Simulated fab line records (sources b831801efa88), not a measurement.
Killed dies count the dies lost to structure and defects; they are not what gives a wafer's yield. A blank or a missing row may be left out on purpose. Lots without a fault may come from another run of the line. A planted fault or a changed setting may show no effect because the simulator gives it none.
Chamber matching :: flow sky130 :: cmp-01 running SKY_VIA1_CMP_24: 4 sister chambers
The step polishes, stops on SiO2, t overpolish 15 s, target thk 0 nm. 36 wafers are shown with their chamber, then 12 later ones without.

WAFERS, EACH WITH ITS CHAMBER
wafer: L074.2
chamber: 0
motorCurrentA (A): 9.5
overpolishRunS (s): 14.990
timeToEndpointS (s): 66.9

wafer: L074.3
chamber: 2
motorCurrentA (A): 12.3
overpolishRunS (s): 15.000
timeToEndpointS (s): 65.4

wafer: L074.5
chamber: 1
motorCurrentA (A): 10.5
overpolishRunS (s): 15.002
timeToEndpointS (s): 64.4

wafer: L077.2
chamber: 3
motorCurrentA (A): 13.9
overpolishRunS (s): 15.007
timeToEndpointS (s): 63.6

wafer: L077.5
chamber: 0
motorCurrentA (A): 10.1
overpolishRunS (s): 14.989
timeToEndpointS (s): 62.4

wafer: L077.6
chamber: 3
motorCurrentA (A): 13.4
overpolishRunS (s): 14.994
timeToEndpointS (s): 61.6

wafer: L075.2
chamber: 0
motorCurrentA (A): 10.3
overpolishRunS (s): 14.994
timeToEndpointS (s): 63.2

wafer: L075.3
chamber: 1
motorCurrentA (A): 10.5
overpolishRunS (s): 15.003
timeToEndpointS (s): 64.3

wafer: L075.4
chamber: 3
motorCurrentA (A): 13.3
overpolishRunS (s): 15.005
timeToEndpointS (s): 64.7

wafer: L076.1
chamber: 1
motorCurrentA (A): 10.1
overpolishRunS (s): 14.997
timeToEndpointS (s): 62.0

wafer: L076.5
chamber: 2
motorCurrentA (A): 12.2
overpolishRunS (s): 15.011
timeToEndpointS (s): 60.1

wafer: L076.6
chamber: 3
motorCurrentA (A): 13.1
overpolishRunS (s): 15.011
timeToEndpointS (s): 68.2

wafer: L080.2
chamber: 0
motorCurrentA (A): 10.0
overpolishRunS (s): 15.002
timeToEndpointS (s): 67.1

wafer: L080.4
chamber: 1
motorCurrentA (A): 10.3
overpolishRunS (s): 14.985
timeToEndpointS (s): 64.9

wafer: L080.6
chamber: 3
motorCurrentA (A): 14.0
overpolishRunS (s): 15.011
timeToEndpointS (s): 63.9

wafer: L081.2
chamber: 2
motorCurrentA (A): 12.3
overpolishRunS (s): 15.002
timeToEndpointS (s): 59.7

wafer: L081.3
chamber: 1
motorCurrentA (A): 9.4
overpolishRunS (s): 14.992
timeToEndpointS (s): 59.2

wafer: L081.4
chamber: 0
motorCurrentA (A): 9.6
overpolishRunS (s): 15.003
timeToEndpointS (s): 62.6

wafer: L083.3
chamber: 3
motorCurrentA (A): 13.5
overpolishRunS (s): 15.000
timeToEndpointS (s): 64.9

wafer: L083.4
chamber: 1
motorCurrentA (A): 10.1
overpolishRunS (s): 14.994
timeToEndpointS (s): 63.8

wafer: L083.6
chamber: 0
motorCurrentA (A): 10.5
overpolishRunS (s): 14.997
timeToEndpointS (s): 66.6

wafer: L084.1
chamber: 3
motorCurrentA (A): 14.5
overpolishRunS (s): 15.007
timeToEndpointS (s): 67.3

wafer: L084.2
chamber: 0
motorCurrentA (A): 9.6
overpolishRunS (s): 14.995
timeToEndpointS (s): 66.3

wafer: L084.5
chamber: 0
motorCurrentA (A): 9.7
overpolishRunS (s): 15.001
timeToEndpointS (s): 66.2

wafer: L085.1
chamber: 1
motorCurrentA (A): 10.2
overpolishRunS (s): 14.999
timeToEndpointS (s): 65.2

wafer: L085.3
chamber: 3
motorCurrentA (A): 13.6
overpolishRunS (s): 15.007
timeToEndpointS (s): 69.3

wafer: L085.6
chamber: 1
motorCurrentA (A): 10.2
overpolishRunS (s): 14.986
timeToEndpointS (s): 66.5

wafer: L086.1
chamber: 2
motorCurrentA (A): 13.1
overpolishRunS (s): 15.002
timeToEndpointS (s): 66.2

wafer: L086.2
chamber: 1
motorCurrentA (A): 10.6
overpolishRunS (s): 14.986
timeToEndpointS (s): 62.5

wafer: L086.6
chamber: 2
motorCurrentA (A): 12.5
overpolishRunS (s): 15.008
timeToEndpointS (s): 62.8

wafer: L088.1
chamber: 1
motorCurrentA (A): 9.7
overpolishRunS (s): 15.006
timeToEndpointS (s): 61.1

wafer: L088.5
chamber: 1
motorCurrentA (A): 10.6
overpolishRunS (s): 14.992
timeToEndpointS (s): 61.1

wafer: L088.6
chamber: 2
motorCurrentA (A): 13.1
overpolishRunS (s): 14.988
timeToEndpointS (s): 60.6

wafer: L087.2
chamber: 0
motorCurrentA (A): 10.8
overpolishRunS (s): 14.983
timeToEndpointS (s): 65.9

wafer: L087.3
chamber: 1
motorCurrentA (A): 10.2
overpolishRunS (s): 14.995
timeToEndpointS (s): 64.1

wafer: L087.5
chamber: 2
motorCurrentA (A): 12.0
overpolishRunS (s): 15.004
timeToEndpointS (s): 64.2

SIGNATURES, as means of the wafers listed above
reading: motorCurrentA
chamber 0: 10.011
chamber 1: 10.200
chamber 2: 12.500
chamber 3: 13.662
scatter within a chamber: 0.419

reading: overpolishRunS
chamber 0: 14.99489
chamber 1: 14.99475
chamber 2: 15.00214
chamber 3: 15.00525
scatter within a chamber: 0.00672

reading: timeToEndpointS
chamber 0: 65.244
chamber 1: 63.258
chamber 2: 62.714
chamber 3: 65.438
scatter within a chamber: 2.29
Rule: a wafer's distance from a chamber is the root of the sum, over the readings, of the square of ((its reading less the chamber's mean) divided by the reading's scatter). The wafer belongs to the nearest chamber; if the next one is less than 2 further off, it can't be placed. The scatter: the root of (the sum of the squares of (reading less its chamber's mean) over the shown wafers, divided by (wafers less chambers)).

WAFERS WHOSE CHAMBER IS MISSING
wafer: L092.4
motorCurrentA (A): 14.2
overpolishRunS (s): 15.006
timeToEndpointS (s): 65.1

wafer: L092.5
motorCurrentA (A): 14.2
overpolishRunS (s): 15.008
timeToEndpointS (s): 62.6

wafer: L092.6
motorCurrentA (A): 12.4
overpolishRunS (s): 14.996
timeToEndpointS (s): 61.1

wafer: L089.2
motorCurrentA (A): 9.7
overpolishRunS (s): 15.010
timeToEndpointS (s): 64.7

wafer: L089.4
motorCurrentA (A): 12.4
overpolishRunS (s): 15.005
timeToEndpointS (s): 56.8

wafer: L089.5
motorCurrentA (A): 13.1
overpolishRunS (s): 15.001
timeToEndpointS (s): 64.7

wafer: L091.1
motorCurrentA (A): 10.0
overpolishRunS (s): 15.001
timeToEndpointS (s): 61.8

wafer: L091.2
motorCurrentA (A): 13.4
overpolishRunS (s): 15.003
timeToEndpointS (s): 65.7

wafer: L091.6
motorCurrentA (A): 13.1
overpolishRunS (s): 15.011
timeToEndpointS (s): 63.5

wafer: L094.1
motorCurrentA (A): 12.9
overpolishRunS (s): 14.994
timeToEndpointS (s): 65.2

wafer: L094.3
motorCurrentA (A): 11.2
overpolishRunS (s): 14.993
timeToEndpointS (s): 66.2

wafer: L094.6
motorCurrentA (A): 11.1
overpolishRunS (s): 14.997
timeToEndpointS (s): 64.6

THE CHAMBER EACH PASSED THROUGH
wafer: L092.4
from the rows above: 3
in truth: 3

wafer: L092.5
from the rows above: 3
in truth: 3

wafer: L092.6
from the rows above: 2
in truth: 2

wafer: L089.2
from the rows above: can't be placed: 0 or 1
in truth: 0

wafer: L089.4
from the rows above: 2
in truth: 2

wafer: L089.5
from the rows above: can't be placed: 3 or 2
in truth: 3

wafer: L091.1
from the rows above: can't be placed: 1 or 0
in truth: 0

wafer: L091.2
from the rows above: can't be placed: 3 or 2
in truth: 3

wafer: L091.6
from the rows above: can't be placed: 3 or 2
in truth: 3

wafer: L094.1
from the rows above: can't be placed: 2 or 3
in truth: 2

wafer: L094.3
from the rows above: can't be placed: 1 or 0 or 2
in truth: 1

wafer: L094.6
from the rows above: can't be placed: 1 or 0 or 2
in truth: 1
4 of 12 placed correctly. From these rows, 8 cannot be placed; in 8 the true chamber is one of the candidates. Placed wrongly: 0.
